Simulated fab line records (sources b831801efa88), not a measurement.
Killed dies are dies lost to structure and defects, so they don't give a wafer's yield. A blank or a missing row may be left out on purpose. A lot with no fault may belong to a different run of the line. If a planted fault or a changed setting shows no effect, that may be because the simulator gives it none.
fab line records	flow sky130
[record] lots = 24	wafers = 72	lastDay = 50
route steps=708 shown LDD_N@244 METAL1@451 VIA1@470 METAL3@535 CAP2M@605
lots that met no fault: taken from a fault-free run of the same line
startH: the number of hours between the record's first day and the start of the first shown wafer of the lot	waitH: hours since the lot's step before	" same as the row above	L1.1+2: several wafers, shown together as one row	- value missing, or start not given	* or withheld: withheld	< > ~ a bound
route shown NAME@n: a module of which the file shows steps, and the number in the route of the first	usual: mean/standard deviation taken from wafers without a fault	same: alike in all rows	chamber/n: place in a boat	sites: readings site by site	_std_site: their standard deviation	_edge_site: inner sites' mean taken away from outer sites' mean	radiusMm: how far each site lies from the wafer's centre	mask NAME#n: copy n	behind: the tool/chamber that last shaped the wafer	hold: cause of the lot's hold/its duration in hours/its outcome	device: whichever transistor did not switch (one of n, p or np)	end of line: tests run on the same wafers once the route is complete	step lacking rows: just its recipe	killed: dies lost to structure and defects at the first sort, not the wafer's yield	map: a wafer's dies, x killed, . not, _ none there
set.NAME: setting as actually run; set.NAME@STEP: the setting as run at that earlier step	model.NAME: the simulator's own value behind a step, which no gauge read
a sample of lots followed through the steps of the route, with each step as a table and each wafer as a row
services: when a tool's chamber went out of use (startH, in hours from the record's first day, below 0 if earlier), for how many hours, and the reason
[[steps]]
[step SKY_LDD_N_OVL_MEAS_07]
[usual] LDD_N_OVL = 0.4/1.2
lot.wafer	tool	chamber	startH	waitH	LDD_N_OVL[nm]
L075.1	overlay-02	-	403.29	0.1	0.9
L075.3	"	-	"	"	0.2
L075.6	"	-	"	"	0.1
L074.1	overlay-01	-	404.58	0.1	0.4
L074.5	"	-	"	"	-0.3
L074.6	"	-	"	"	-0.8
L076.3	overlay-02	-	417.24	0.1	0.9
L076.4	"	-	"	"	0.7
L076.5	"	-	"	"	0.0
L077.1	overlay-01	-	424.20	0.1	1.5
L077.2	"	-	"	"	0.3
L077.5	"	-	"	"	1.4
L078.1	overlay-02	-	437.09	0.1	-1.1
L078.3	"	-	"	"	-2.4
L078.4	"	-	"	"	-0.3
L079.3	overlay-02	-	445.56	0.1	1.0
L079.5	"	-	"	"	1.7
L079.6	"	-	"	"	1.8
L080.2	overlay-02	-	453.81	0.1	-1.4
L080.3	"	-	"	"	1.1
L080.5	"	-	"	"	0.2
L082.2	overlay-02	-	465.39	0.1	0.3
L082.3	"	-	"	"	-0.3
L082.5	"	-	"	"	0.5
L081.1	overlay-01	-	468.89	0.1	0.0
L081.4	"	-	"	"	-1.6
L081.6	"	-	"	"	-0.1
L083.2	overlay-02	-	480.40	0.1	0.0
L083.3	"	-	"	"	0.6
L083.6	"	-	"	"	0.2
L084.2	overlay-02	-	491.25	0.1	0.7
L084.3	"	-	"	"	-0.9
L084.5	"	-	"	"	-2.3
L085.2	overlay-02	-	499.85	0.1	1.2
L085.3	"	-	"	"	0.1
L085.5	"	-	"	"	-0.7
L087.1	overlay-01	-	511.48	0.1	1.0
L087.2	"	-	"	"	0.3
L087.5	"	-	"	"	0.2
L086.2	overlay-01	-	525.89	0.1	0.1
L086.3	"	-	"	"	-0.2
L086.4	"	-	"	"	0.7
L088.3	overlay-01	-	527.14	0.1	2.2
L088.4	"	-	"	"	1.8
L088.5	"	-	"	"	0.7
L089.1	overlay-02	-	536.05	0.1	1.4
L089.2	"	-	"	"	0.3
L089.3	"	-	"	"	-0.9
L091.2	overlay-01	-	566.51	0.1	0.7
L091.3	"	-	"	"	1.9
L091.4	"	-	"	"	1.2
L090.4	overlay-02	-	572.77	0.1	-0.3
L090.5	"	-	"	"	0.4
L090.6	"	-	"	"	2.2
L093.2	overlay-01	-	577.66	0.1	0.4
L093.5	"	-	"	"	-0.4
L093.6	"	-	"	"	-0.1
L094.3	overlay-01	-	581.52	0.1	-4.0
L094.4	"	-	"	"	-0.8
L094.6	"	-	"	"	-0.7
L092.3	overlay-02	-	583.34	0.1	2.4
L092.4	"	-	"	"	1.7
L092.5	"	-	"	"	1.5
L095.1	overlay-02	-	589.88	0.1	3.0
L095.4	"	-	"	"	2.6
L095.5	"	-	"	"	0.8
L096.2	overlay-02	-	596.44	0.1	-0.2
L096.4	"	-	"	"	-1.0
L096.5	"	-	"	"	0.5
L097.3	overlay-02	-	608.41	0.1	-1.0
L097.5	"	-	"	"	-1.4
L097.6	"	-	"	"	-2.7
[step SKY_METAL1_DESCUM_17]
[recipe] chemistry = O2	sourcePowerW = 150	biasPowerW = 0	pressureMtorr = 10	tempC = 40	timeS = 8
[usual] drypumpMotorCurrentA = 5.7/0.38	oesProductAu = 1.000/0.015
lot.wafer	tool	chamber	startH	waitH	drypumpMotorCurrentA	oesProductAu	rfHoursCounterH
L075.1	rieMetal-02	0	767.30	0.0	6.2	0.997	4
L075.3	"	0	"	"	6.3	1.001	-
L075.6	"	0	"	"	6.3	1.007	-
L074.1	rieMetal-04	1	767.65	0.0	5.2	0.995	2
L074.5	"	0	"	"	5.7	0.992	-
L074.6	"	1	"	"	5.2	0.992	-
L076.3	rieMetal-01	0	777.15	0.0	5.4	1.005	-
L076.4	"	1	"	"	6.0	0.979	-
L076.5	"	0	"	"	5.3	1.012	-
L077.1	rieMetal-04	0	785.55	0.0	5.7	0.988	1
L077.2	"	1	"	"	5.2	0.993	2
L077.5	"	1	"	"	5.2	0.984	-
L078.1	rieMetal-04	1	796.29	0.0	5.2	1.003	3
L078.3	"	1	"	"	5.2	1.008	-
L078.4	"	0	"	"	5.7	1.014	-
L079.3	rieMetal-04	1	800.65	0.0	5.2	1.001	-
L079.5	"	0	"	"	5.7	1.000	-
L079.6	"	1	"	"	5.2	1.001	-
L080.2	rieMetal-02	0	811.59	0.0	6.3	0.984	6
L080.3	"	1	"	"	5.7	1.029	-
L080.5	"	1	"	"	5.7	1.025	-
L082.2	rieMetal-02	1	818.74	0.0	5.8	1.028	1
L082.3	"	0	"	"	6.3	0.977	-
L082.5	"	0	"	"	6.3	0.987	-
L081.1	rieMetal-04	0	822.94	0.0	5.7	0.991	2
L081.4	"	1	"	"	5.2	1.006	-
L081.6	"	0	"	"	5.7	1.005	-
L083.2	rieMetal-01	1	833.44	0.0	6.0	0.996	7
L083.3	"	1	"	"	6.0	1.004	-
L083.6	"	1	"	"	6.0	1.001	-
L084.2	rieMetal-02	0	842.16	0.0	6.3	0.985	7
L084.3	"	1	"	"	5.8	1.026	-
L084.5	"	0	"	"	6.3	0.985	-
L085.2	rieMetal-01	0	849.86	0.0	5.4	1.016	13
L085.3	"	1	"	"	5.9	0.980	-
L085.5	"	1	"	"	6.0	0.983	-
L087.1	rieMetal-01	1	857.16	0.0	6.0	0.982	8
L087.2	"	0	"	"	5.3	1.022	13
L087.5	"	0	"	"	5.3	1.017	-
L086.2	rieMetal-01	1	869.51	0.0	6.0	0.983	8
L086.3	"	1	"	"	6.0	0.972	-
L086.4	"	0	"	"	5.3	1.021	-
L088.3	rieMetal-01	1	872.56	0.0	6.0	0.987	-
L088.4	"	0	"	"	5.3	1.021	-
L088.5	"	1	"	"	6.0	0.984	-
L089.1	rieMetal-04	0	879.74	0.0	5.7	0.990	5
L089.2	"	1	"	"	5.2	0.975	6
L089.3	"	0	"	"	5.7	0.995	-
L091.2	rieMetal-02	0	906.20	0.0	6.3	1.004	10
L091.3	"	1	"	"	5.7	1.021	-
L091.4	"	0	"	"	6.3	0.998	-
L090.4	rieMetal-04	1	908.72	0.0	5.2	0.978	-
L090.5	"	0	"	"	5.7	0.998	-
L090.6	"	1	"	"	5.2	0.988	-
L093.2	rieMetal-02	0	912.31	0.0	6.3	1.003	10
L093.5	"	1	"	"	5.7	1.028	-
L093.6	"	0	"	"	6.3	0.998	-
L094.3	rieMetal-04	1	917.20	0.0	5.2	0.991	-
L094.4	"	0	"	"	5.7	0.992	-
L094.6	"	0	"	"	5.7	0.994	-
L092.3	rieMetal-02	0	920.06	0.0	6.3	0.995	-
L092.4	"	1	"	"	5.7	1.030	-
L092.5	"	1	"	"	5.7	1.023	-
L095.1	rieMetal-02	1	924.51	0.0	5.7	1.024	6
L095.4	"	0	"	"	6.2	0.986	-
L095.5	"	0	"	"	6.3	1.000	-
L096.2	rieMetal-04	1	931.14	0.0	5.2	0.978	9
L096.4	"	0	"	"	5.7	0.996	-
L096.5	"	1	"	"	5.2	0.982	-
L097.3	rieMetal-02	1	939.75	0.0	5.7	1.009	-
L097.5	"	0	"	"	6.3	0.986	-
L097.6	"	1	"	"	5.7	1.018	-
[step SKY_METAL1_ETCH_18]
[recipe] chemistry = N2/H2	target = BARC	ionEnergyEv = 200	biasW = 100	pressureMtorr = 30	n2FlowSccm = 100	h2FlowSccm = 200	icpW = 500	stopOn = SiO2	timeS = 45.9	targetDepthA = 600
[usual] drypumpMotorCurrentA = 5.7/0.38	oesProductAu = 0.855/0.0047	throttleValvePct = 13.225/0.0092
lot.wafer	tool	chamber	startH	waitH	drypumpMotorCurrentA	oesProductAu	rfHoursCounterH	throttleValvePct
L075.1	rieMetal-02	0	767.36	0.1	6.3	0.852	4	13.231
L075.3	"	0	"	"	6.3	0.855	-	13.235
L075.6	"	0	"	"	6.3	0.853	-	13.220
L074.1	rieMetal-04	1	767.68	0.0	5.2	0.849	2	13.225
L074.5	"	0	"	"	5.7	0.854	-	13.231
L074.6	"	1	"	"	5.2	0.850	-	13.216
L076.3	rieMetal-01	0	777.19	0.0	5.4	0.856	-	13.225
L076.4	"	1	"	"	6.0	0.855	-	13.224
L076.5	"	0	"	"	5.4	0.858	-	13.234
L077.1	rieMetal-04	0	785.58	0.0	5.7	0.861	1	13.213
L077.2	"	1	"	"	5.2	0.859	2	13.217
L077.5	"	1	"	"	5.2	0.852	-	13.213
L078.1	rieMetal-04	1	796.32	0.0	5.2	0.853	3	13.209
L078.3	"	1	"	"	5.3	0.846	-	13.234
L078.4	"	0	"	"	5.7	0.854	-	13.208
L079.3	rieMetal-04	1	800.69	0.0	5.2	0.853	-	13.234
L079.5	"	0	"	"	5.8	0.855	-	13.229
L079.6	"	1	"	"	5.2	0.853	-	13.230
L080.2	rieMetal-02	0	811.62	0.0	6.3	0.848	6	13.212
L080.3	"	1	"	"	5.7	0.847	-	13.228
L080.5	"	1	"	"	5.7	0.850	-	13.224
L082.2	rieMetal-02	1	818.77	0.0	5.7	0.845	1	13.219
L082.3	"	0	"	"	6.3	0.853	-	13.225
L082.5	"	0	"	"	6.3	0.855	-	13.229
L081.1	rieMetal-04	0	822.97	0.0	5.7	0.853	3	13.222
L081.4	"	1	"	"	5.2	0.851	-	13.213
L081.6	"	0	"	"	5.7	0.858	-	13.225
L083.2	rieMetal-01	1	833.47	0.0	6.1	0.850	7	13.235
L083.3	"	1	"	"	6.0	0.855	-	13.232
L083.6	"	1	"	"	6.0	0.855	-	13.222
L084.2	rieMetal-02	0	842.19	0.0	6.3	0.860	7	13.214
L084.3	"	1	"	"	5.8	0.855	-	13.200
L084.5	"	0	"	"	6.3	0.853	-	13.224
L085.2	rieMetal-01	0	849.89	0.0	5.3	0.854	13	13.221
L085.3	"	1	"	"	6.0	0.854	-	13.205
L085.5	"	1	"	"	6.0	0.861	-	13.228
L087.1	rieMetal-01	1	857.19	0.0	6.0	0.854	8	13.212
L087.2	"	0	"	"	5.4	0.860	13	13.228
L087.5	"	0	"	"	5.4	0.862	-	13.231
L086.2	rieMetal-01	1	869.54	0.0	6.0	0.863	8	13.220
L086.3	"	1	"	"	6.0	0.854	-	13.216
L086.4	"	0	"	"	5.3	0.844	-	13.222
L088.3	rieMetal-01	1	872.60	0.0	6.0	0.862	-	13.232
L088.4	"	0	"	"	5.4	0.856	-	13.226
L088.5	"	1	"	"	6.0	0.854	-	13.224
L089.1	rieMetal-04	0	879.77	0.0	5.7	0.859	5	13.220
L089.2	"	1	"	"	5.2	0.852	6	13.227
L089.3	"	0	"	"	5.7	0.851	-	13.234
L091.2	rieMetal-02	0	906.23	0.0	6.3	0.853	10	13.225
L091.3	"	1	"	"	5.8	0.860	-	13.233
L091.4	"	0	"	"	6.3	0.857	-	13.219
L090.4	rieMetal-04	1	908.76	0.0	5.2	0.857	-	13.226
L090.5	"	0	"	"	5.7	0.851	-	13.238
L090.6	"	1	"	"	5.2	0.854	-	13.236
L093.2	rieMetal-02	0	912.34	0.0	6.3	0.861	10	13.233
L093.5	"	1	"	"	5.8	0.855	-	13.233
L093.6	"	0	"	"	6.3	0.857	-	13.233
L094.3	rieMetal-04	1	917.24	0.0	5.2	0.850	-	13.222
L094.4	"	0	"	"	5.7	0.862	-	13.234
L094.6	"	0	"	"	5.7	0.865	-	13.217
L092.3	rieMetal-02	0	920.10	0.0	6.3	0.853	-	13.229
L092.4	"	1	"	"	5.8	0.859	-	13.245
L092.5	"	1	"	"	5.8	0.849	-	13.231
L095.1	rieMetal-02	1	924.54	0.0	5.7	0.855	6	13.214
L095.4	"	0	"	"	6.3	0.848	-	13.234
L095.5	"	0	"	"	6.3	0.850	-	13.232
L096.2	rieMetal-04	1	931.17	0.0	5.2	0.846	9	13.229
L096.4	"	0	"	"	5.7	0.850	-	13.212
L096.5	"	1	"	"	5.2	0.851	-	13.210
L097.3	rieMetal-02	1	939.79	0.0	5.7	0.863	-	13.212
L097.5	"	0	"	"	6.3	0.862	-	13.206
L097.6	"	1	"	"	5.7	0.861	-	13.226
[step SKY_VIA1_CD_MEAS_12]
[recipe] targetCdNm = 150
[usual] cdNm = 149.9/1.9
lot.wafer	tool	chamber	startH	waitH	cdNm
L075.1	cdSem-02	-	795.43	-	148.9
L075.3	"	-	"	"	150.3
L075.6	"	-	"	"	149.4
L074.1	cdSem-02	-	795.78	-	152.5
L074.5	"	-	"	"	151.8
L074.6	"	-	"	"	151.4
L076.3	cdSem-01	-	804.32	-	150.3
L076.4	"	-	"	"	149.7
L076.5	"	-	"	"	150.5
L077.1	cdSem-01	-	813.50	-	151.0
L077.2	"	-	"	"	151.8
L077.5	"	-	"	"	151.6
L078.1	cdSem-01	-	825.13	-	151.6
L078.3	"	-	"	"	152.6
L078.4	"	-	"	"	149.7
L079.3	cdSem-01	-	828.64	-	148.6
L079.5	"	-	"	"	147.0
L079.6	"	-	"	"	146.7
L080.2	cdSem-01	-	839.27	-	146.0
L080.3	"	-	"	"	146.8
L080.5	"	-	"	"	147.0
L082.2	cdSem-01	-	846.62	-	153.6
L082.3	"	-	"	"	153.1
L082.5	"	-	"	"	152.6
L081.1	cdSem-02	-	849.75	-	148.8
L081.4	"	-	"	"	150.4
L081.6	"	-	"	"	147.0
L083.2	cdSem-02	-	860.05	-	149.9
L083.3	"	-	"	"	150.6
L083.6	"	-	"	"	149.5
L084.2	cdSem-01	-	868.45	-	150.2
L084.3	"	-	"	"	151.7
L084.5	"	-	"	"	150.4
L085.2	cdSem-02	-	877.02	-	147.1
L085.3	"	-	"	"	148.2
L085.5	"	-	"	"	146.3
L087.1	cdSem-02	-	884.33	-	151.0
L087.2	"	-	"	"	151.4
L087.5	"	-	"	"	151.2
L086.2	cdSem-01	-	896.53	-	151.1
L086.3	"	-	"	"	151.4
L086.4	"	-	"	"	150.7
L088.3	cdSem-01	-	899.80	-	151.6
L088.4	"	-	"	"	150.1
L088.5	"	-	"	"	150.8
L089.1	cdSem-01	-	906.28	-	152.3
L089.2	"	-	"	"	152.8
L089.3	"	-	"	"	151.5
L091.2	cdSem-02	-	932.54	-	153.2
L091.3	"	-	"	"	152.8
L091.4	"	-	"	"	150.5
L090.4	cdSem-02	-	935.33	-	148.4
L090.5	"	-	"	"	148.8
L090.6	"	-	"	"	148.8
L093.2	cdSem-02	-	939.03	-	151.1
L093.5	"	-	"	"	151.6
L093.6	"	-	"	"	151.1
L094.3	cdSem-01	-	943.32	-	152.0
L094.4	"	-	"	"	150.1
L094.6	"	-	"	"	151.7
L092.3	cdSem-01	-	945.84	-	149.7
L092.4	"	-	"	"	151.1
L092.5	"	-	"	"	149.5
L095.1	cdSem-02	-	950.25	-	147.2
L095.4	"	-	"	"	146.4
L095.5	"	-	"	"	147.1
L096.2	cdSem-01	-	957.33	-	152.7
L096.4	"	-	"	"	152.4
L096.5	"	-	"	"	151.2
L097.3	cdSem-01	-	965.39	-	147.3
L097.5	"	-	"	"	146.6
L097.6	"	-	"	"	146.4
[step SKY_METAL3_SPUTTER_03]
[recipe] material = Ti	targetThkNm = 5	powerW = 3000	timeS = 3.3	chamberPressurePa = 0.4
[usual] throttleValvePct = 30.1/0.68
lot.wafer	tool	chamber	startH	waitH	throttleValvePct
L075.1	pvdSputter-04	-	852.11	0.0	29.6
L075.3	"	-	"	"	29.6
L075.6	"	-	"	"	31.1
L074.1	pvdSputter-01	-	852.33	0.0	30.4
L074.5	"	-	"	"	29.7
L074.6	"	-	"	"	31.1
L076.3	pvdSputter-04	-	860.80	0.0	31.3
L076.4	"	-	"	"	29.6
L076.5	"	-	"	"	29.7
L077.1	pvdSputter-04	-	869.68	0.0	31.2
L077.2	"	-	"	"	29.4
L077.5	"	-	"	"	29.6
L078.1	pvdSputter-04	-	881.09	0.0	29.1
L078.3	"	-	"	"	29.4
L078.4	"	-	"	"	29.7
L079.3	pvdSputter-04	-	883.67	0.0	29.8
L079.5	"	-	"	"	29.6
L079.6	"	-	"	"	29.1
L080.2	pvdSputter-04	-	894.44	0.0	31.2
L080.3	"	-	"	"	29.5
L080.5	"	-	"	"	31.4
L082.2	pvdSputter-01	-	902.63	0.0	30.3
L082.3	"	-	"	"	30.3
L082.5	"	-	"	"	30.1
L081.1	pvdSputter-02	-	905.61	0.0	30.4
L081.4	"	-	"	"	30.4
L081.6	"	-	"	"	30.3
L083.2	pvdSputter-01	-	916.41	0.0	29.9
L083.3	"	-	"	"	30.3
L083.6	"	-	"	"	30.9
L084.2	pvdSputter-04	-	924.06	0.0	31.1
L084.3	"	-	"	"	29.8
L084.5	"	-	"	"	29.4
L085.2	pvdSputter-02	-	931.97	0.0	30.4
L085.3	"	-	"	"	30.1
L085.5	"	-	"	"	30.8
L087.1	pvdSputter-01	-	938.81	0.0	30.0
L087.2	"	-	"	"	30.3
L087.5	"	-	"	"	31.2
L086.2	pvdSputter-04	-	951.29	0.0	29.8
L086.3	"	-	"	"	31.3
L086.4	"	-	"	"	28.9
L088.3	pvdSputter-04	-	954.79	0.0	29.6
L088.4	"	-	"	"	29.9
L088.5	"	-	"	"	29.8
L089.1	pvdSputter-01	-	960.22	0.0	30.1
L089.2	"	-	"	"	30.6
L089.3	"	-	"	"	29.7
L091.2	pvdSputter-01	-	986.57	0.0	31.3
L091.3	"	-	"	"	29.7
L091.4	"	-	"	"	30.4
L090.4	pvdSputter-02	-	988.24	0.0	29.4
L090.5	"	-	"	"	29.9
L090.6	"	-	"	"	30.6
L093.2	pvdSputter-01	-	991.81	0.0	30.2
L093.5	"	-	"	"	29.6
L093.6	"	-	"	"	30.9
L094.3	pvdSputter-02	-	995.22	0.0	29.8
L094.4	"	-	"	"	29.2
L094.6	"	-	"	"	30.1
L092.3	pvdSputter-01	-	998.81	0.0	29.9
L092.4	"	-	"	"	29.8
L092.5	"	-	"	"	30.5
L095.1	pvdSputter-01	-	1001.91	0.0	29.9
L095.4	"	-	"	"	31.5
L095.5	"	-	"	"	29.8
L096.2	pvdSputter-01	-	1010.05	0.0	31.1
L096.4	"	-	"	"	29.7
L096.5	"	-	"	"	30.9
L097.3	pvdSputter-01	-	1017.36	0.0	30.1
L097.5	"	-	"	"	29.7
L097.6	"	-	"	"	29.9
[step SKY_CAP2M_SPUTTER_02]
[recipe] material = TiN	targetThkNm = 200	tempC = 300	powerW = 6500	timeS = 166.7	chamberPressurePa = 0.4
[usual] throttleValvePct = 30.0/0.63
lot.wafer	tool	chamber	startH	waitH	throttleValvePct
L075.1	pvdSputter-01	-	933.08	0.1	29.8
L075.3	"	-	"	"	30.7
L075.6	"	-	"	"	30.2
L074.1	pvdSputter-02	-	933.18	0.1	29.4
L074.5	"	-	"	"	30.4
L074.6	"	-	"	"	29.5
L076.3	pvdSputter-04	-	940.09	0.0	31.4
L076.4	"	-	"	"	29.1
L076.5	"	-	"	"	29.4
L077.1	pvdSputter-01	-	948.72	0.1	30.1
L077.2	"	-	"	"	29.8
L077.5	"	-	"	"	31.1
L078.1	pvdSputter-04	-	959.89	0.1	28.9
L078.3	"	-	"	"	29.4
L078.4	"	-	"	"	31.3
L079.3	pvdSputter-04	-	962.93	0.0	28.9
L079.5	"	-	"	"	29.6
L079.6	"	-	"	"	29.4
L080.2	pvdSputter-02	-	971.49	0.0	29.2
L080.3	"	-	"	"	29.8
L080.5	"	-	"	"	30.0
L082.2	pvdSputter-01	-	980.44	0.0	29.7
L082.3	"	-	"	"	30.8
L082.5	"	-	"	"	31.1
L081.1	pvdSputter-01	-	982.85	0.1	29.6
L081.4	"	-	"	"	30.8
L081.6	"	-	"	"	29.5
L083.2	pvdSputter-01	-	993.14	0.0	29.9
L083.3	"	-	"	"	30.4
L083.6	"	-	"	"	30.8
L084.2	pvdSputter-04	-	1001.40	0.0	29.3
L084.3	"	-	"	"	29.6
L084.5	"	-	"	"	29.3
L085.2	pvdSputter-01	-	1008.95	0.0	30.0
L085.3	"	-	"	"	29.9
L085.5	"	-	"	"	30.3
L087.1	pvdSputter-01	-	1014.19	0.1	29.9
L087.2	"	-	"	"	29.7
L087.5	"	-	"	"	29.6
L086.2	pvdSputter-02	-	1025.10	0.0	30.4
L086.3	"	-	"	"	30.1
L086.4	"	-	"	"	30.4
L088.3	pvdSputter-04	-	1029.47	0.0	29.7
L088.4	"	-	"	"	29.3
L088.5	"	-	"	"	29.5
L089.1	pvdSputter-02	-	1035.16	0.1	30.3
L089.2	"	-	"	"	29.9
L089.3	"	-	"	"	29.3
L091.2	pvdSputter-04	-	1059.29	0.0	29.5
L091.3	"	-	"	"	31.0
L091.4	"	-	"	"	29.0
L090.4	pvdSputter-01	-	1060.05	0.0	30.9
L090.5	"	-	"	"	31.2
L090.6	"	-	"	"	30.1
L093.2	pvdSputter-04	-	1062.84	0.0	29.0
L093.5	"	-	"	"	29.1
L093.6	"	-	"	"	30.9
L094.3	pvdSputter-01	-	1066.83	0.0	30.1
L094.4	"	-	"	"	30.9
L094.6	"	-	"	"	30.0
L092.3	pvdSputter-01	-	1068.69	0.0	31.0
L092.4	"	-	"	"	30.1
L092.5	"	-	"	"	31.0
L095.1	pvdSputter-04	-	1071.40	0.1	31.1
L095.4	"	-	"	"	29.3
L095.5	"	-	"	"	31.0
L096.2	pvdSputter-02	-	1080.89	0.0	30.0
L096.4	"	-	"	"	30.3
L096.5	"	-	"	"	29.5
L097.3	pvdSputter-02	-	1086.31	0.0	30.0
L097.5	"	-	"	"	30.1
L097.6	"	-	"	"	29.6
[[services]]
tool	chamber	startH	hours	kind
rieMetal-02	-	746.32	2.8	pm
rieMetal-02	1	755.22	-	clean
rieMetal-02	1	755.22	16.1	scheduledDown
rieMetal-02	1	755.22	16.1	ventCycle
rieMetal-01	-	798.41	1.7	repair
rieMetal-04	0	831.62	8.0	repair
pvdSputter-02	-	842.70	1.3	repair
rieMetal-01	-	843.10	0.1	repair
rieMetal-04	-	860.55	1.4	pm
pvdSputter-01	-	887.25	4.3	repair
rieMetal-01	0	887.97	-	clean
rieMetal-01	0	887.97	13.2	scheduledDown
rieMetal-01	0	887.97	13.2	ventCycle
rieMetal-04	1	977.30	1.7	repair
rieMetal-02	-	978.75	0.7	repair
pvdSputter-04	-	980.05	17.3	repair
rieMetal-01	0	1083.61	14.5	repair
pvdSputter-01	-	1086.06	1.0	repair
[[key]]
fault none
